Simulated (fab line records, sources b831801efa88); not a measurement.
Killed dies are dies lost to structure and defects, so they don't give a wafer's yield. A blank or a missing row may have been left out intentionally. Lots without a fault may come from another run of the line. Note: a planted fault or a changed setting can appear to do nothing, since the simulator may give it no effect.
Chamber matching	flow sky130	4 sister chambers for SKY_CONTACT_ETCH_16 on rieDiel-04
The step etches BARC in N2/H2, stops on SiO2, time 45.9 s, target depth 60 nm. 20 wafers are shown with their chamber, then 10 later ones without.

## WAFERS WITH THEIR CHAMBER
wafer	chamber	drypumpMotorCurrentA (A)	throttleValvePct (%)	biasW (W)
L074.1	1	5.1	13.234	99.8
L074.2	0	6.1	13.222	99.8
L074.3	2	6.5	13.229	100.0
L078.2	1	5.1	13.216	99.7
L078.3	0	6.1	13.232	99.9
L078.5	2	6.4	13.224	99.8
L079.3	1	5.1	13.229	100.8
L079.4	3	6.0	13.213	100.3
L079.5	1	5.1	13.227	100.1
L080.2	1	5.1	13.231	99.8
L080.3	2	6.5	13.232	100.3
L080.6	3	6.1	13.229	100.2
L083.3	1	5.1	13.224	99.9
L083.4	3	6.0	13.231	100.1
L083.6	3	6.0	13.221	100.1
L087.1	1	5.0	13.233	99.3
L087.2	2	6.5	13.240	99.9
L087.3	0	6.1	13.223	100.3
L089.1	1	5.1	13.224	99.7
L089.4	2	6.5	13.236	99.6

SIGNATURES (averages over the wafers above)
reading	chamber 0	chamber 1	chamber 2	chamber 3	scatter within a chamber
drypumpMotorCurrentA	6.100	5.087	6.480	6.025	0.0389
throttleValvePct	13.22567	13.22725	13.23220	13.22350	0.00642
biasW	100.000	99.888	99.920	100.175	0.33
Rule: distance of a wafer from a chamber = root of the sum over the readings of ((wafer's reading minus chamber's mean) / reading's scatter) squared. If the next closest chamber is less than 2 further off than the closest, the wafer can't be placed; otherwise it belongs to the closest. The scatter: take each reading less its chamber's mean, square it, sum over the shown wafers, divide by the number of wafers less the number of chambers, and take the root.

## WAFERS WITH NO CHAMBER GIVEN
wafer	drypumpMotorCurrentA (A)	throttleValvePct (%)	biasW (W)
L089.6	5.1	13.220	99.6
L091.1	6.0	13.214	100.1
L091.3	6.1	13.230	99.4
L091.4	5.0	13.225	99.9
L095.1	6.1	13.220	99.9
L095.4	5.1	13.215	100.0
L095.5	5.1	13.231	100.0
L096.2	6.4	13.226	99.6
L096.5	6.5	13.237	100.3
L096.6	5.1	13.236	100.0

## EACH ONE'S CHAMBER
wafer	from the rows above	in truth
L089.6	1	1
L091.1	can't be placed: 3 or 0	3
L091.3	can't be placed: 0 or 3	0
L091.4	1	1
L095.1	can't be placed: 0 or 3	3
L095.4	1	1
L095.5	1	1
L096.2	2	2
L096.5	2	2
L096.6	1	1
Correct placement for 7 of the 10. Unplaceable from these rows: 3, with the true chamber sitting among the candidates in 3. Number placed wrongly: 0.
